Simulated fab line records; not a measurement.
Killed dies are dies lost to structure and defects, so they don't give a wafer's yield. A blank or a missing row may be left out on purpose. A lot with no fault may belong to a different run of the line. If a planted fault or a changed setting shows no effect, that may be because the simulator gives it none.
fab line records    flow sky130
record lots=4  wafers=12  lastDay=49
route steps=708 shown GATE_OXIDE@192 POLY_GATE@204 RES_PROTECT@206 PAD_OPEN@708
lots that met no fault: taken from a fault-free run of the same line
startH: hours from the record's first day to the start of the lot's first wafer shown    waitH: how many hours have passed since the lot's step before this one    " as in the row above    L1.1+2: several wafers, shown together as one row    - no value present, or no start provided    * or withheld: withheld    < > ~ a bound
route shown NAME@n: a module of which the file shows steps, and the number in the route of the first    usual: mean/standard deviation of fault-free wafers    same: alike in all rows    chamber/n: place in a boat    sites: per-site readings    _std_site: the standard deviation of these    _edge_site: the outer-site mean with the inner-site mean subtracted    radiusMm: how far each site lies from the wafer's centre    mask NAME#n: copy n    behind: the tool/chamber that last shaped the wafer    hold: why the lot was held/for how many hours/how that ended    device: the n, p or np transistor that did not switch    end of line: the tests these same wafers got at the end of their route    step lacking rows: just its recipe    killed: the dies lost at the first sort to structure and to defects; this is not the yield of the wafer    map: shows each die of a wafer: x if killed, . if not, _ if none is there
set.NAME: the setting that was run; set.NAME@STEP: the one run at that earlier step    model.NAME: the simulator's own value behind a step, which no gauge read
lots at some steps of the route; a table a step, a row a wafer
services: a tool's chamber out of use, with start hour (startH, from the record's first day; less than 0 if before it), hours out, and reason
## steps
# step SKY_GATE_OXIDE_COAT_05
# recipe resist=NOVOLAK  spinRpm=3000  resistThkNm=1140
# step SKY_GATE_OXIDE_SOFTBAKE_06
# recipe tempC=90  timeS=60  resist=NOVOLAK
# step SKY_GATE_OXIDE_EXPOSE_07
# recipe maskId=LVOM  na=0.6  sourceShape=conventional  sigmaOuter=0.6  polarization=unpolarized  targetCdNm=600  doseMj=170
# step SKY_GATE_OXIDE_PEB_08
# recipe tempC=withheld  timeS=*  resist=NOVOLAK
# step SKY_GATE_OXIDE_DEVELOP_09
# recipe resist=NOVOLAK  developer=TMAH  developTimeS=60  devTempC=23
# step SKY_GATE_OXIDE_IMPLANT_11
# recipe species=B  energyKev=10  doseCm2=2.6e+12  tiltDeg=withheld
# step SKY_GATE_OXIDE_WET_ETCH_12
# recipe chemistry=dHF  targetDepthNm=16.8  dry=n2Spin  target=SiO2  dilution=100:1  tempC=25  timeS=336
# step SKY_GATE_OXIDE_STRIP_13
# recipe chemistry=O2/N2  powerW=1400  pressureMtorr=1500  platenTempC=withheld  o2FlowSccm=3000  n2FlowSccm=300  overashFraction=0.5
# step SKY_GATE_OXIDE_CLEAN_15
# recipe chemistry=SC1/SC2  mix=1:4:20  tempC=70  timeS=150  dry=n2Spin
# step SKY_GATE_OXIDE_OXIDATION_16
# recipe tempC=800  ambient=O2  idleTempC=700  rampUpCPerMin=10  rampDownCPerMin=3  stabiliseS=600  purgeS=300  targetThkA=35.7  oxTimeS=1915
# step SKY_POLY_GATE_CVD_00
# recipe material=poly-Si  targetThkNm=180  tempC=620  timeS=720  pressureMtorr=200
# usual spikeTcBottomC=638.8/1.2  spikeTcCentreC=621.3/1  spikeTcLowerC=621.1/1.1  spikeTcTopC=640.1/1.4  spikeTcUpperC=619.6/1  susceptorTempC=619.99/0.29  zonePowerBottomPct=13.25/0.16
lot.wafer  tool      chamber  startH  waitH  spikeTcBottomC  spikeTcCentreC  spikeTcLowerC  spikeTcTopC  spikeTcUpperC  susceptorTempC  zonePowerBottomPct  model.poly-Si_of_POLY_GATE_CVD_00.thkNm
L775.2     lpcvd-01  0        313.99  0.0    638.1           621.6           620.9          642.7        619.2          620.55          13.14               181.1
L775.3     "         0        "       "      638.2           620.1           621.5          641.4        619.3          620.47          13.10               178.3
L775.4     "         0        "       "      639.2           621.5           621.5          640.8        621.3          620.39          13.35               179.2
L778.3     lpcvd-01  0        335.55  0.0    636.1           621.0           622.1          641.2        618.9          620.12          13.12               179.9
L778.5     "         0        "       "      639.6           621.9           621.1          641.8        619.2          620.16          12.91               182
L778.6     "         0        "       "      638.3           620.1           620.3          642.2        620.9          619.66          13.35               180.3
L793.1     lpcvd-01  0        467.99  0.0    628.6           612.8           613.4          632.0        609.9          610.44          12.78               142.6
L793.2     "         0        "       "      629.0           611.0           612.2          631.3        611.6          610.32          12.86               143
L793.4     "         0        "       "      627.6           613.0           612.1          632.7        611.5          610.11          12.62               144.7
L794.2     lpcvd-01  1        470.58  0.0    631.4           611.9           611.6          628.9        610.0          610.09          13.02               145.8
L794.5     "         1        "       "      630.3           611.2           610.6          631.3        609.2          610.29          12.84               145.1
L794.6     "         1        "       "      630.2           613.2           613.3          630.2        609.7          610.40          12.71               144.5
# step SKY_POLY_GATE_THK_MEAS_01
# recipe reads=poly-Si_of_POLY_GATE_CVD_00
# usual POLY_GATE_CVD_00_THK=180.3/1.3
lot.wafer  tool          chamber  startH  waitH  POLY_GATE_CVD_00_THK[nm]
L775.2     filmMetro-02  -        315.20  0.0    181.1
L775.3     "             -        "       "      178.2
L775.4     "             -        "       "      179.2
L778.3     filmMetro-02  -        336.77  0.0    179.8
L778.5     "             -        "       "      182.0
L778.6     "             -        "       "      180.3
L793.1     filmMetro-02  -        469.19  0.0    142.5
L793.2     "             -        "       "      143.0
L793.4     "             -        "       "      144.7
L794.2     filmMetro-01  -        472.39  0.0    145.9
L794.5     "             -        "       "      145.1
L794.6     "             -        "       "      144.6
# step SKY_RES_PROTECT_DEHYDRATE_00
# recipe tempC=200  timeS=60
# step SKY_RES_PROTECT_HMDS_01
# recipe primeTimeS=60  primeTempC=120
# step SKY_RES_PROTECT_COAT_02
# recipe resist=NOVOLAK  spinRpm=2958  resistThkNm=1140
# step SKY_RES_PROTECT_SOFTBAKE_03
# recipe tempC=90  timeS=60  resist=NOVOLAK
# step SKY_RES_PROTECT_EXPOSE_04
# recipe maskId=RPM  na=0.6  sourceShape=conventional  sigmaOuter=0.6  polarization=unpolarized  targetCdNm=1270  doseMj=131
# step SKY_RES_PROTECT_PEB_05
# recipe tempC=withheld  timeS=*  resist=NOVOLAK
# step SKY_RES_PROTECT_DEVELOP_06
# recipe resist=NOVOLAK  developer=TMAH  developTimeS=60  devTempC=23
# step SKY_POLY_GATE_IMPLANT_02
# recipe species=P  energyKev=30  doseCm2=7.7e+15  tiltDeg=0
# step SKY_RES_PROTECT_STRIP_07
# recipe chemistry=O2/N2  powerW=1400  pressureMtorr=1500  platenTempC=withheld  o2FlowSccm=3000  n2FlowSccm=300  overashFraction=0.5
# step SKY_RES_PROTECT_CLEAN_09
# recipe chemistry=SC1/SC2  mix=1:4:20  tempC=70  timeS=150  dry=n2Spin
lot.wafer  tool         chamber  startH  waitH  model.poly-Si_of_POLY_GATE_CVD_00.thkNm
L775.2     wetBench-02  2        341.71  0.0    180.5
L775.3     "            2        "       "      177.6
L775.4     "            2        "       "      178.6
L778.3     wetBench-02  1        364.22  0.0    179.3
L778.5     "            1        "       "      181.4
L778.6     "            1        "       "      179.7
L793.1     wetBench-04  2        499.86  0.1    142
L793.2     "            2        "       "      142.4
L793.4     "            2        "       "      144.1
L794.2     wetBench-04  2        503.49  0.0    145.2
L794.5     "            2        "       "      144.5
L794.6     "            2        "       "      143.9
# step SKY_POLY_GATE_CVD_03
# recipe material=Si3N4  precursor=DCS/NH3  targetThkNm=75  tempC=770  timeS=1290  pressureMtorr=250
# step SKY_POLY_GATE_DEHYDRATE_05
# recipe tempC=200  timeS=60
# step SKY_POLY_GATE_HMDS_06
# recipe primeTimeS=60  primeTempC=120
# step SKY_POLY_GATE_COAT_07
# recipe resist=BARC  tempC=withheld  timeS=withheld  spinRpm=3000  resistThkNm=110
# step SKY_POLY_GATE_COAT_08
# recipe resist=KrF-thick  spinRpm=3000  resistThkNm=450
# step SKY_POLY_GATE_SOFTBAKE_09
# recipe tempC=100  timeS=90  resist=KrF-thick
# step SKY_POLY_GATE_EXPOSE_10
# recipe maskId=P1M  na=0.68  sourceShape=conventional  sigmaOuter=0.6  targetCdNm=150  doseMj=28
# step SKY_POLY_GATE_PEB_11
# recipe pebTempC=withheld  pebTimeS=withheld  resist=KrF-thick
# step SKY_POLY_GATE_DEVELOP_12
# recipe developTimeS=60  resist=KrF-thick  devTempC=21
# step SKY_POLY_GATE_ETCH_15
# recipe chemistry=N2/H2  target=BARC  ionEnergyEv=200  sourceW=500  biasW=96.25  pressureMtorr=30  n2FlowSccm=100  h2FlowSccm=200  stopOn=SiO2  timeS=118.5  targetDepthA=1100
# step SKY_POLY_GATE_ETCH_16
# recipe stopOn=poly-Si  chemistry=CH3F/O2  target=Si3N4  sourceW=400  biasW=80  pressureMtorr=25  ch3fFlowSccm=40  O2_flow_sccm=30  timeS=147.5  targetDepthA=750
# step SKY_POLY_GATE_ETCH_17
# recipe targetDepthNm=180  stopOn=SiO2  overEtchFrac=0.56667  chemistry=HBr/Cl2  target=poly-Si  icpW=400  biasW=100  pressureMtorr=10  HBr_flow_sccm=150  Cl2_flow_sccm=50  timeS=70.5
# usual chamberPressureMTorr=9.999/0.0096  drypumpMotorCurrentA=5.7/0.46  mfcCl2Sccm=50.03/0.15  oesProductAu=0.989/0.0066  rfFwdPowerW=396.7/1.5  throttleValvePct=33.684/0.0099
lot.wafer  tool      chamber  startH  waitH  chamberPressureMTorr  drypumpMotorCurrentA  mfcCl2Sccm  oesProductAu  rfFwdPowerW  rfHoursCounterH  throttleValvePct  model.POLY_GATE.featureDepthNm  model.etch.depthNm
L775.2     rieSi-01  0        372.79  0.0    9.979                 5.5                   49.89       0.995         399.3        3                33.667            179.5                           179.5
L775.3     "         1        "       "      9.991                 5.1                   49.80       0.982         394.7        59               33.686            177.6                           177.6
L775.4     "         2        "       "      9.996                 5.6                   50.12       0.982         395.1        2                33.668            178.6                           178.6
L778.3     rieSi-01  0        394.64  0.0    9.994                 5.5                   50.02       0.984         398.0        4                33.678            176.3                           176.3
L778.5     "         1        "       "      9.971                 5.1                   49.92       0.988         397.6        -                33.671            178.3                           178.3
L778.6     "         0        "       "      10.017                5.5                   49.89       0.980         398.5        -                33.683            176.6                           176.6
L793.1     rieSi-02  0        533.10  0.0    10.002                5.9                   49.93       0.844         398.5        4                33.688            142                             142
L793.2     "         2        "       "      9.992                 6.4                   50.27       0.843         396.4        3                33.688            142.4                           142.4
L793.4     "         1        "       "      10.007                5.3                   49.99       0.844         396.3        46               33.703            144.1                           144.1
L794.2     rieSi-01  0        536.52  0.0    9.995                 5.6                   49.94       0.858         398.4        5                33.672            145.2                           145.2
L794.5     "         0        "       "      10.000                5.5                   49.75       0.853         398.8        -                33.677            144.5                           144.5
L794.6     "         3        "       "      9.993                 5.4                   49.99       0.850         397.1        -                33.697            143.9                           143.9
# step SKY_POLY_GATE_STRIP_18
# recipe chemistry=O2/N2  powerW=1400  pressureMtorr=1500  platenTempC=withheld  o2FlowSccm=3000  n2FlowSccm=300  overashFraction=0.5
# step SKY_PAD_OPEN_PROBE_99
# usual killed_at_M0_to_M3=44/7.4  killed_at_M4_up=3.2/1.8  killedAtContacts=25/5.2  killedAtFrontEnd=15/4.5  killedAtOther=0.2/0.43  killedDies=87/9.6  killedOpen=48/7.6  killedShort=40/5.7
# same grossDies=492  killedAtBackSide=0
lot.wafer  tool       chamber  startH   waitH  killed_at_M0_to_M3  killed_at_M4_up  killedAtContacts  killedAtFrontEnd  killedAtOther  killedDies  killedOpen  killedShort  model.etest.resHighPo.lineOhmUm  model.etest.resPoly.lineOhmUm  model.etest.tipSonos.rsOhmSq  model.etest.resHighPo.rsOhmSq  model.etest.resPoly.rsOhmSq  model.etest.capLiToPoly.cAfUm2
L775.2     prober-01  -        1077.28  0.1    40                  6                15                21                0              82          46          36           738.9                            509.6                          2727                          256.8                          47.62                        96.51
L775.3     prober-01  -        1077.33  0.2    41                  3                24                15                1              84          43          41           733.8                            518.9                          2706                          255.9                          48.01                        98.45
L775.4     prober-01  -        1077.38  0.2    55                  6                21                11                0              93          59          34           726                              505.9                          2734                          252.3                          47.35                        97.59
L778.3     prober-02  -        1093.44  0.2    52                  4                25                18                0              99          61          38           744.7                            516.5                          2664                          259.6                          48.26                        99.06
L778.5     prober-02  -        1093.54  0.2    41                  3                29                18                0              91          52          39           736.3                            507                            2697                          258.9                          47.83                        99.89
L778.6     prober-02  -        1093.59  0.2    56                  4                14                11                0              85          44          41           751                              510.5                          2700                          259.4                          48.01                        98.39
L793.1     prober-01  -        1179.35  0.1    53                  4                24                9                 0              90          44          46           899.3                            605                            2555                          318                            59.62                        92.22
L793.2     prober-01  -        1179.40  0.1    62                  5                37                12                0              116         64          52           901.3                            620.8                          2491                          315.8                          59.99                        89.78
L793.4     prober-01  -        1179.50  0.2    67                  4                27                13                0              111         62          49           891.7                            618.7                          2570                          306.3                          58.41                        89.24
L794.2     prober-02  -        1180.56  0.1    40                  1                28                18                1              88          53          35           887.9                            644.3                          2620                          309.2                          58.76                        90.55
L794.5     prober-02  -        1180.71  0.2    37                  1                29                11                0              78          39          39           882.1                            602.7                          2592                          312.4                          58.86                        90.87
L794.6     prober-02  -        1180.76  0.2    46                  3                18                11                0              78          39          39           910.5                            640.6                          2577                          316                            59.28                        89.78
# killed by level:class
L775.2 VIA1:geometricParticle:open=9 VIA2:geometricParticle:open=8 LI_CONTACT:geometricParticle:open=6 METAL1:geometricParticle:short=6 POLY_GATE:geometricParticle:open=5 CONTACT:geometricParticle:open=4 POLY_GATE:geometricParticle:short=4 METAL2:geometricParticle:short=4
L775.3 CONTACT:geometricParticle:open=9 VIA2:geometricParticle:open=8 VIA1:geometricParticle:open=7 METAL2:geometricParticle:short=6 FIELD_ISO:geometricParticle:open=5 VIA3:geometricParticle:open=5 CONTACT:geometricParticle:short=5 FIELD_ISO:geometricParticle:short=4
L775.4 VIA1:geometricParticle:open=13 VIA3:geometricParticle:open=11 VIA2:geometricParticle:open=9 LI_CONTACT:geometricParticle:open=7 CONTACT:geometricParticle:open=7 VIA1:geometricParticle:short=6 POLY_GATE:geometricParticle:short=4 METAL3:geometricParticle:short=4
L778.3 VIA1:geometricParticle:open=13 CONTACT:geometricParticle:open=12 VIA3:geometricParticle:open=10 LI_CONTACT:geometricParticle:open=7 METAL2:geometricParticle:short=7 POLY_GATE:geometricParticle:open=5 METAL1:geometricParticle:short=5 FIELD_ISO:geometricParticle:open=4
L778.5 CONTACT:geometricParticle:open=14 VIA1:geometricParticle:open=9 METAL2:geometricParticle:short=7 VIA3:geometricParticle:open=7 FIELD_ISO:geometricParticle:short=5 FIELD_ISO:geometricParticle:open=5 METAL1:geometricParticle:short=5 POLY_GATE:geometricParticle:open=5
L778.6 METAL1:geometricParticle:short=10 VIA1:geometricParticle:open=9 VIA2:geometricParticle:open=8 VIA3:geometricParticle:open=7 METAL2:geometricParticle:short=6 CONTACT:geometricParticle:open=5 FIELD_ISO:geometricParticle:short=4 METAL3:geometricParticle:short=4
L793.1 CONTACT:geometricParticle:open=11 METAL1:geometricParticle:short=10 VIA1:geometricParticle:open=8 VIA3:geometricParticle:open=7 LOCAL_INTERCONNECT:geometricParticle:short=5 METAL2:geometricParticle:short=5 VIA2:geometricParticle:short=5 LI_CONTACT:geometricParticle:open=4
L793.2 VIA1:geometricParticle:open=13 VIA2:geometricParticle:open=11 VIA1:geometricParticle:short=10 VIA3:geometricParticle:open=9 LOCAL_INTERCONNECT:geometricParticle:short=8 CONTACT:geometricParticle:open=8 LI_CONTACT:geometricParticle:open=7 LOCAL_INTERCONNECT:geometricParticle:open=5
L793.4 VIA1:geometricParticle:open=17 CONTACT:geometricParticle:open=10 VIA3:geometricParticle:short=10 METAL2:geometricParticle:short=9 LI_CONTACT:geometricParticle:open=8 VIA2:geometricParticle:open=8 VIA3:geometricParticle:open=7 LOCAL_INTERCONNECT:geometricParticle:short=6
L794.2 CONTACT:geometricParticle:open=10 VIA1:geometricParticle:short=9 VIA1:geometricParticle:open=8 LI_CONTACT:geometricParticle:open=7 LOCAL_INTERCONNECT:geometricParticle:short=6 VIA3:geometricParticle:open=6 POLY_GATE:geometricParticle:open=5 VIA2:geometricParticle:open=5
L794.5 CONTACT:geometricParticle:open=8 VIA1:geometricParticle:open=8 FIELD_ISO:geometricParticle:short=6 CONTACT:geometricParticle:short=6 LI_CONTACT:geometricParticle:open=6 LI_CONTACT:geometricParticle:short=5 METAL1:geometricParticle:short=5 VIA1:geometricParticle:short=4
L794.6 VIA1:geometricParticle:open=13 VIA3:geometricParticle:open=11 CONTACT:geometricParticle:open=6 POLY_GATE:geometricParticle:short=5 VIA3:geometricParticle:short=4 LI_CONTACT:geometricParticle:short=4 LI_CONTACT:geometricParticle:open=4 METAL3:geometricParticle:short=4
## services
tool      chamber  startH  hours  kind
rieSi-01  2        311.01  2.6    repair
rieSi-02  2        335.94  9.5    repair
rieSi-01  1        377.97  8.9    repair
lpcvd-01  -        419.54  2.5    repair
rieSi-02  1        423.92  6.7    repair
rieSi-02  -        471.14  0.2    repair
rieSi-01  1        480.67  -      clean
rieSi-01  1        480.67  20.4   scheduledDown
rieSi-01  1        480.67  20.4   ventCycle
lpcvd-01  -        501.71  0.3    repair
## key
firstSign step=SKY_POLY_GATE_CVD_00  reading=susceptorTempC  direction=down  sigmas=34  usual=*  struck=*
effect step=SKY_POLY_GATE_CVD_00  reading=spikeTcUpperC  direction=down  sigmas=9.3  usual=619.6  struck=610.3
effect step=SKY_POLY_GATE_THK_MEAS_01  reading=POLY_GATE_CVD_00_THK  direction=down  sigmas=27  usual=180.3  struck=144.3
effect step=SKY_POLY_GATE_ETCH_17  reading=oesProductAu  direction=down  sigmas=21  usual=0.989  struck=0.849
modelEffect step=SKY_POLY_GATE_CVD_00  value=poly-Si_of_POLY_GATE_CVD_00.thkNm  without=180  struck=144.3
modelEffect step=SKY_RES_PROTECT_CLEAN_09  value=poly-Si_of_POLY_GATE_CVD_00.thkNm  without=179.4  struck=143.7
modelEffect step=SKY_POLY_GATE_ETCH_17  value=POLY_GATE.featureDepthNm  without=179.3  struck=143.7
modelEffect step=SKY_PAD_OPEN_PROBE_99  value=etest.resHighPo.lineOhmUm  without=732.6  struck=895.5
metAt SKY_POLY_GATE_CVD_00
struckWafers L793.1,L793.2,L793.4,L794.2,L794.5,L794.6
testerLeftOut L793,L794
onsetBetween 335.55 467.99
fault kind=processParameterDrift  tool=lpcvd-01  chamber=-  onsetH=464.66  steps=SKY_POLY_GATE_CVD_00  channel=tempC  offset=*  shape=step  endH=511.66  stated=*
# testerLeftOut: of these lots the tester's yield and bins aren't shown, on N5 and GAA mostly nor the transistor test; their killed dies are dies lost to structure and defects alone, not to doping, threshold or leakage, so they don't give the yield
